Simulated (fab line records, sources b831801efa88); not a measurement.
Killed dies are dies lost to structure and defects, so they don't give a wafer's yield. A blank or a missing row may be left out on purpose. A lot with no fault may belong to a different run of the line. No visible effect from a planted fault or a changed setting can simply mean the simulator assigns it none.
Code-filled problem report in 8D (eight disciplines) form | flow gf180mcu | the parts of the form that need people (team, actions taken, sign-off) are left out

== 1. WHAT IS WRONG ==
Wafers free of any fault read 599 nm (standard deviation 6.5) for V3_CVD_00_THK at GF_V3_THK_MEAS_01, against a mean of 301 nm on 2 wafers of 2 lots. That puts it -46 standard deviations away from the usual mean.
Seen first at day 28 06:22 on filmMetro-01, wafer L618.3. At this step, 40 wafers from 14 lots have a number in the record. By rule, "out" or "out of limits" means more than 4 standard deviations away from the usual mean. Any other wafer with a number is counted as sound.

== 2. WHAT IT IS, AND WHAT IT ISN'T ==
question                    | is                         | is not
which readings at this step | V3_CVD_00_THK              | -
which lots                  | L618, L620                 | L598, L599, L600, L602, L604, L605, L606, L607, L609, L612, L614, L615
which wafers of those lots  | L618.3, L620.2             | L620.1, L620.3
read on which gauges        | filmMetro-01, filmMetro-04 | filmMetro-03
when                        | from day 28 06:22          | up to then (36 sound wafers); but 2 sound wafers of L620 came after

== 3. THE SUSPECTS, EACH WITH WHAT RULES IT OUT ==
Counting: a tool at a process step up to the reading stays a suspect if it ran every lot that is out. Sound lots after the first of them don't rule it out here, since some wafers of a struck lot are sound.
- the gauge at GF_V3_THK_MEAS_01: ruled out. 2 gauges (filmMetro-01, filmMetro-04) read the wafers that are out.
- hdpcvd-02 at GF_V3_CVD_00 (deposits SiO2, target thk 600 nm, time 100 s): kept. Every lot that is out went through it, the first being L618 (day 28 06:17); the last sound lot it ran before that was L614 (day 27 05:32). Its own readings are out on those wafers: sih4FlowSccm.
- At GF_V3_CVD_00, inside hdpcvd-02: chamber 0 took the wafers that are out, while their sound lot-mates went through chambers 1, 2.
After counting, what remains is hdpcvd-02 at GF_V3_CVD_00.

== 4. THE CAUSE (what the simulator had put in) ==
hdpcvd-02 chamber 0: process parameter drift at GF_V3_CVD_00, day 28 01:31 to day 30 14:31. The setting sih4FlowSccm was moved by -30, starting from 60. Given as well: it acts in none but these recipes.
Only this tool survived the counting.

== 5. SEQUENCE OF EFFECTS, ordered by route ==
One row per reading whose mean, taken over the struck wafers that have a number, lies over 3 standard deviations from the usual. Scope: only readings with a usual standard deviation given in the record; hours: median across lots of the time from each lot's start at the first step in this table that gives one to its start at this step; sigmas: change in usual standard deviations.
hours | step              | reading       | usual      | on struck wafers | change | sigmas
0     | GF_V3_CVD_00      | sih4FlowSccm  | 60.00 sccm | 29.92            | -30.08 | -99 or more
0     | GF_V3_THK_MEAS_01 | V3_CVD_00_THK | 599 nm     | 301              | -298   | -46
Here are the process steps it includes:
- GF_V3_CVD_00: deposits SiO2, target thk 600 nm, time 100 s.
Later steps that measure or inspect, where all struck wafers having a row at the step show a number for every such reading and not one has moved that far: GF_V3_THK_MEAS_03, GF_V3_OVL_MEAS_15.

== 6. WHAT WOULD HAVE CAUGHT IT SOONER ==
5 hours passed between the start of the fault at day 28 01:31 and the first reading out of limits at a measuring or inspecting step in this record, taken at day 28 06:22.
Tool's own readings at GF_V3_CVD_00, sih4FlowSccm: out on all struck wafers the step has rows for; an alarm limit on them would have tripped on the first.
Among the 2 lots that are out, L620 began GF_V3_CVD_00 on hdpcvd-02 after day 28 06:22. A hold on the tool at that time would have spared it.
